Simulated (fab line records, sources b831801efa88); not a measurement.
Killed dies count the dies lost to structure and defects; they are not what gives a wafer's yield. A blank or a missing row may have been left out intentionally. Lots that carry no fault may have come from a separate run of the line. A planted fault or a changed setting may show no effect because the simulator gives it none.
Which tool was responsible? -- flow sfq_line -- Sampling: 14 lots, 42 wafers, 3 of 325 route steps

## WHAT THE GAUGES SHOWED, per wafer
SFQ_I4_BOW_MEAS_927. Usual: for I4_BOW the level is 2 um and the standard deviation is 8.8.
lot,measured,on,I4_BOW (um),flag
L994,day 45 05:16,film_metro-01,-5 -1 -2,
L997,day 47 00:14,film_metro-01,1 0 4,
L998,day 47 03:45,film_metro-02,-22 6 -11,
L999,day 47 06:16,film_metro-01,9 12 2,
L100,day 47 09:14,film_metro-01,-4 -5 -18,
L101,day 47 12:14,film_metro-03,-7 3 -7 - - -,
L102,day 47 15:16,film_metro-03,-9 1 4 - - -,
L108,day 56 14:03,film_metro-01,2 -1 11,
L109,day 57 06:50,film_metro-01,6 2 3,
L113,day 59 10:46,film_metro-03,-2 9 -3,
L114,day 59 14:20,film_metro-01,15 5 18,
L115,day 59 20:44,film_metro-02,2 -8 9,
L116,day 59 22:47,film_metro-03,-7 -1 6,
L117,day 60 01:47,film_metro-03,-4 -4 -2,

## EACH LOT AND THE TOOL THAT RAN IT (in order: tool; ch and the chambers of the sampled wafers; start)
lot,SFQ_TRILAYER_I3_CMP_CMP_082,SFQ_TRILAYER_I4_CMP_CMP_100
L994,"cmp-02 ch 1,2,3, day 33 05:08","cmp-01 ch 1,2,3, day 45 02:14"
L997,"cmp-02 ch 0,1,2, day 34 09:38","cmp-01 ch 0,1, day 46 21:44"
L998,"cmp-01 ch 0,2, day 35 03:06","cmp-02 ch 0,1,2, day 47 01:44"
L999,"cmp-02 ch 0,2,3, day 35 06:08","cmp-01 ch 0,1,2, day 47 03:14"
L100,"cmp-01 ch 1,2,3, day 35 10:36","cmp-01 ch 0,1,3, day 47 07:14"
L101,"cmp-01 ch 1,3, day 39 04:01","cmp-01 ch 0,2,3, day 47 09:44"
L102,"cmp-01 ch 0,2, day 39 13:01","cmp-01 ch 0,2,3, day 47 13:14"
L108,"cmp-02 ch 1,2, day 47 09:44","cmp-01 ch 0,1, day 56 11:32"
L109,"cmp-02 ch 1,2,3, day 48 01:44","cmp-01 ch 0,3, day 57 03:50"
L113,"cmp-02 ch 2,3, day 49 03:44","cmp-01 ch 1,2,3, day 59 08:16"
L114,"cmp-02 ch 0,1, day 49 07:14","cmp-02 ch 1,2, day 59 11:20"
L115,"cmp-02 ch 1,2,3, day 49 12:44","cmp-02 ch 0,1,3, day 59 18:14"
L116,"cmp-02 ch 1,2,3, day 49 15:44","cmp-01 ch 0,2,3, day 59 20:16"
L117,"cmp-01 ch 1,2, day 49 21:14","cmp-01 ch 0,1,2, day 59 22:46"
- SFQ_TRILAYER_I3_CMP_CMP_082: polishes SiO2.
- SFQ_TRILAYER_I4_CMP_CMP_100: polishes SiO2.

## WHAT THE TOOLS THEMSELVES READ (means of the sampled wafers that have a number; where no wafer has one, the mark that the record gives instead)
SFQ_TRILAYER_I3_CMP_CMP_082. Usual: motor_current_A 10.5 A, standard deviation 1.3; slurry_filter_dp_kPa 13.49 kPa, standard deviation 0.14; time_to_endpoint_s 213 s, standard deviation 7.7.
lot,tool,motor_current_A (A),slurry_filter_dp_kPa (kPa),time_to_endpoint_s (s),flag
L994,cmp-02,11.2,13.40,208,
L997,cmp-02,10.6,13.41,216,
L998,cmp-01,9.7,13.66,215,
L999,cmp-02,10.3,13.43,221,
L100,cmp-01,10.4,13.64,212,
L101,cmp-01,10.0,13.54,223,
L102,cmp-01,9.8,13.43,218,
L108,cmp-02,11.4,13.45,212,
L109,cmp-02,11.1,13.51,212,
L113,cmp-02,11.4,13.49,211,
L114,cmp-02,11.0,13.32,214,
L115,cmp-02,11.5,13.50,205,
L116,cmp-02,11.6,13.39,209,
L117,cmp-01,9.9,13.45,213,

SFQ_TRILAYER_I4_CMP_CMP_100. Usual: motor_current_A 10.2 A, standard deviation 1.2; slurry_filter_dp_kPa 13.50 kPa, standard deviation 0.14; time_to_endpoint_s 215 s, standard deviation 8.1.
lot,tool,motor_current_A (A),slurry_filter_dp_kPa (kPa),time_to_endpoint_s (s),flag
L994,cmp-01,10.3,13.33,214,
L997,cmp-01,9.7,13.54,220,
L998,cmp-02,10.7,13.41,212,
L999,cmp-01,9.5,13.51,216,
L100,cmp-01,10.0,13.31,215,
L101,cmp-01,9.9,13.70,238,
L102,cmp-01,9.2,13.54,234,
L108,cmp-01,9.5,13.44,211,
L109,cmp-01,9.3,13.47,226,
L113,cmp-01,10.3,13.55,208,
L114,cmp-02,11.7,13.57,223,
L115,cmp-02,11.2,13.59,216,
L116,cmp-01,9.7,13.63,225,
L117,cmp-01,9.6,13.43,212,

## THE ANSWER, worked out from the rows above alone
Rule: lot off if the mean of its wafers having a number is beyond 3 standard deviations from the usual mean. A lot without any number at a reading at which 4 lots or more have one is off too. Where the step has rows for the other lots, those lots are counted as sound. First the gauges in route order, then the tools' own readings, where a lot's mean is used as printed above. At the first step where some lot is off, the reading lying furthest off is the one used; lots without a number count as furthest.
No lot is off on any of the readings shown, so nothing can be concluded from this.

## WHAT THE SIMULATOR HAD PUT IN
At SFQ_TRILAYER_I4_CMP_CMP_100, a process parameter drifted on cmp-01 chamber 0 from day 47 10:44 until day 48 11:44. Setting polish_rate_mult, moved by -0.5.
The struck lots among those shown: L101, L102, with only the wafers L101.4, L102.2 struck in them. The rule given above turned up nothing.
